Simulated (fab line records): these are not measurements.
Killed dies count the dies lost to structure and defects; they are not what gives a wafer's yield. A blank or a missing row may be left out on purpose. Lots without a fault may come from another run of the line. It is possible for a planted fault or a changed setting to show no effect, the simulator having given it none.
Struck lot and sound lot, side by side || flow sky130 || 15 steps out of a route of 708
Sound: wafers L832.3, L832.4, L832.6. Wafers struck: L842.2, L842.3, L842.4. Last of all comes the cause.
Each step with rows lists, per side, the tool, then ch with its chambers, then its first start. Under that, the readings that differ: sound wafers || struck wafers || difference of the means || sigmas: that difference in standard deviations of wafers without a fault.
alike: same words and numbers on both sides, and readings whose means sit less than 2 such deviations apart. not compared: any withheld reading, any reading some wafer has no value for, any bound like >300 that may hide the same value, and any number with overlapping values for which the record gives no deviation.
A row with sigmas, a row that says differs or no value, or rows on one side alone: a step with any of these is where the two part. Numbers that don't overlap but have no deviation are shown without sigmas and don't part them. Lack of a reading on every wafer of one side parts them only where that side has two or more wafers.

first, 7 steps without rows for these wafers: SKY_GATE_OXIDE_DEHYDRATE_03 (time 60 s); SKY_GATE_OXIDE_HMDS_04 (prime time 60 s); SKY_GATE_OXIDE_COAT_05 (resist thk 1140 nm); SKY_GATE_OXIDE_SOFTBAKE_06 (time 60 s); SKY_GATE_OXIDE_EXPOSE_07 (exposes mask LVOM, target cd 600 nm); SKY_GATE_OXIDE_PEB_08; SKY_GATE_OXIDE_DEVELOP_09 (develop time 60 s).
SKY_GATE_OXIDE_OVL_MEAS_10:
  sound: overlay-01 at day 14 12:14; struck: overlay-01 at day 18 00:50
  alike: GATE_OXIDE_OVL
then, 2 steps without rows for these wafers: SKY_GATE_OXIDE_IMPLANT_11; SKY_GATE_OXIDE_WET_ETCH_12 (etches SiO2 in dHF, target depth 16.8 nm, time 336 s).
SKY_GATE_OXIDE_STRIP_13: strips in O2/N2.
  sound on plasmaAsher-02 ch 0,1, day 14 12:33; struck on plasmaAsher-04 ch 0,1, day 18 01:07
{"reading": "stripTimeToEndpointS (s)", "sound": "13.97 14.06 14.02", "struck": "14.13 14.12 14.15", "difference": "+0.12", "sigmas": "+3"}
  alike: drypumpMotorCurrentA, oesProductAu
  not compared: rfHoursCounterH
SKY_GATE_OXIDE_TW_MEAS_14:
  sound: filmMetro-03 at day 14 12:38; struck: filmMetro-03 at day 18 01:14
{"reading": "GATE_OXIDE_TW", "sound": "220.0 220.7 220.1", "struck": "222.3 224.4 222.4", "difference": "+2.8", "sigmas": "+2"}
SKY_GATE_OXIDE_CLEAN_15: cleans in SC1/SC2, time 150 s.
  sound on wetBench-04 ch 0, day 14 12:41; struck on wetBench-04 ch 1, day 18 01:17
{"reading": "runLengthS (s)", "sound": "178 178 178", "struck": "215 215 215", "difference": "+37", "sigmas": "+12"}
  alike: bathGuardTempC
then, 1 step without rows for these wafers: SKY_GATE_OXIDE_OXIDATION_16 (stabilise 600 s, purge 300 s, target thk 3.57 nm).
-- the record jumps here: 31 days lie between the struck wafers' starts before and after (it left off in module GATE_OXIDE and takes up again in module PAD_OPEN, whose first step shown is number 708 of the route) --
SKY_PAD_OPEN_PROBE_99:
  rows exist in the record for the struck wafers here (prober-02, day 48 21:28), but not for the sound ones

== WHERE THEY PART ==
First at SKY_GATE_OXIDE_STRIP_13; last, within this record, at SKY_PAD_OPEN_PROBE_99.

WHY: whatever the simulator had introduced
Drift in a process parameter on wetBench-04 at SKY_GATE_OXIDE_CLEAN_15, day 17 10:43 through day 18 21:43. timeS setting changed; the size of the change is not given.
